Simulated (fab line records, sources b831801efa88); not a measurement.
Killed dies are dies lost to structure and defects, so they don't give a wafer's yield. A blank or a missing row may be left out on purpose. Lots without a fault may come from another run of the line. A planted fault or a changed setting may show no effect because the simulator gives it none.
Problem report in the 8D (eight disciplines) form, filled by code | flow gf180mcu | the parts of the form that need people (team, actions taken, sign-off) are left out

1. THE PROBLEM
TOP_METAL_ALCU_RS at GF_TOP_METAL_RS_MEAS_05 reads a mean of 0.0452 ohm/sq on 3 wafers of 2 lots; wafers without a fault read 0.0330 ohm/sq with a standard deviation of 0.00034. That is +36 standard deviations from the usual mean.
The step: measures by four-point-probe.
First seen on wafer L711.3, day 31 00:32, on film_metro-03. The record holds 33 wafers of 11 lots with a number at this step. Rule for "out", or "out of limits": more than 4 standard deviations from the usual mean. The other wafers with a number count as sound.

2. WHAT IT IS AND WHAT IT IS NOT
question                    | is                           | is not
which readings at this step | TOP_METAL_ALCU_RS            | -
which lots                  | L711, L712                   | L700, L702, L706, L707, L709, L713, L716, L717, L719
which wafers of those lots  | L711.3, L712.1, L712.5       | L711.5, L711.6, L712.3
read on which gauges        | film_metro-02, film_metro-03 | film_metro-04
when                        | from day 31 00:32            | up to then (17 sound wafers); but 13 sound wafers of L712, L713, L716, L717, L719 came after

3. SUSPECTS, AND WHAT RULES EACH OUT
Counting: a tool at a process step up to the reading stays a suspect if it ran every lot that is out. Sound lots after the first of them don't rule it out here, since some wafers of a struck lot are sound.
- the gauge at GF_TOP_METAL_RS_MEAS_05: ruled out. The wafers that are out were read on 2 gauges (film_metro-02, film_metro-03).
- pvd_sputter-01 at GF_TOP_METAL_SPUTTER_02 (material AlCu, target thk 900 nm, time 47.82 s): kept. It ran every lot that is out, first L711 (day 31 00:24); its last sound lot up to then is L707 (day 29 22:26).
Left after counting: pvd_sputter-01 at GF_TOP_METAL_SPUTTER_02.

4. THE CAUSE (what the simulator had put in)
Process parameter drift: pvd_sputter-01, from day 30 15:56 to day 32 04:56, at GF_TOP_METAL_SPUTTER_02. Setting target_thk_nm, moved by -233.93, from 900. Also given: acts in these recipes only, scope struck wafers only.
Counting left only this tool.

5. THE CHAIN OF EFFECTS, in route order
Each row: a reading whose mean over the struck wafers that have a number lies more than 3 standard deviations from the usual. Only readings for which the record gives a usual standard deviation are gone through. hours: the time from each lot's start at the first step in this table that gives one to its start at this step, as a median over the lots. sigmas: the change in usual standard deviations.
hours | step                     | reading            | usual         | on struck wafers | change  | sigmas
0     | GF_TOP_METAL_RS_MEAS_05  | TOP_METAL_ALCU_RS  | 0.0330 ohm/sq | 0.0452           | +0.0122 | +36
0     | GF_TOP_METAL_THK_MEAS_06 | TOP_METAL_ALCU_THK | 899 nm        | 659              | -240    | -22

6. WHAT WOULD HAVE CAUGHT IT SOONER
In this record the first reading out of limits at a measuring or inspecting step was taken at day 31 00:32, 9 hours after the fault began at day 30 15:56.
Of the tool readings at GF_TOP_METAL_SPUTTER_02 for which the record gives a usual standard deviation, none was out on any struck wafer, so an alarm limit of 4 standard deviations on them would not have fired.
Of the lots that are out (2), L712 began GF_TOP_METAL_SPUTTER_02 on pvd_sputter-01 after day 31 00:32. A hold on the tool at that time would have spared it.
